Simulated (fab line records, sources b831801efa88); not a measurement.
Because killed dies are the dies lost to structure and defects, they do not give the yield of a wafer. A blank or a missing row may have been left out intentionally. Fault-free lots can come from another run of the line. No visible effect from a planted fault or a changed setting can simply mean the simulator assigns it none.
Matching of chambers ; flow sky130 ; SKY_VIA3_CMP_24 on cmp-01: 4 sister chambers
The step polishes, stops on SiO2, t overpolish 20 s, target thk 0 nm. 16 wafers are shown with their chamber, then 8 later ones without.

## WAFERS, EACH WITH ITS CHAMBER
wafer;chamber;motor-current-A (A);overpolish-run-s (s);time-to-endpoint-s (s)
L247.1;0;10.7;20.000;97.8
L247.3;1;11.7;20.000;96.8
L247.5;0;10.6;19.993;100.0
L250.1;0;10.8;19.996;93.2
L250.3;1;12.4;20.013;90.1
L250.5;1;13.2;20.026;91.5
L254.1;0;10.4;20.006;98.0
L254.4;1;12.6;20.013;97.1
L254.6;0;10.6;19.999;99.2
L257.1;0;10.5;19.995;98.2
L257.2;3;12.2;19.997;96.4
L257.3;1;11.9;20.008;96.2
L258.1;0;11.1;19.993;96.5
L258.2;3;12.0;19.979;97.5
L258.6;0;10.3;20.016;98.7
L265.3;2;11.8;19.998;97.2

SIGNATURES, as means of the wafers listed above
reading;chamber 0;chamber 1;chamber 2;chamber 3;scatter within a chamber
motor-current-A;10.625;12.360;11.800;12.100;0.394
overpolish-run-s;19.99975;20.01200;19.99800;19.98800;0.0089
time-to-endpoint-s;97.700;94.340;97.200;96.950;2.49
Rule: a wafer's distance from a chamber is the root of the sum, over the readings, of the square of ((its reading less the chamber's mean) divided by the reading's scatter). If the next closest chamber is less than 2 further off than the closest, the wafer can't be placed; otherwise it belongs to the closest. The scatter is the square root of a quotient: the sum, over the shown wafers, of each reading's squared deviation from its chamber's mean, divided by wafers minus chambers.

## WAFERS WITHOUT THEIR CHAMBER
wafer;motor-current-A (A);overpolish-run-s (s);time-to-endpoint-s (s)
L265.4;12.2;20.015;98.0
L265.6;12.1;20.008;100.0
L266.2;11.9;19.996;97.0
L266.4;12.0;20.007;95.6
L266.5;11.9;20.009;97.6
L267.1;12.6;20.000;98.6
L267.4;10.9;20.014;99.5
L267.6;11.5;20.009;100.9

## EACH ONE'S CHAMBER
wafer;from the rows above;in truth
L265.4;can't be placed: 1 or 2 or 3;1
L265.6;can't be placed: 2 or 1 or 3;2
L266.2;can't be placed: 2 or 3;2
L266.4;can't be placed: 1 or 2 or 3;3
L266.5;can't be placed: 2 or 1 or 3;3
L267.1;can't be placed: 3 or 2 or 1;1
L267.4;can't be placed: 0 or 2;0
L267.6;can't be placed: 2 or 0 or 3 or 1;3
Correct placement for 0 of the 8. Cannot be placed on the basis of these rows: 8; the candidates contain the true chamber in 8. Wrongly placed: 0.
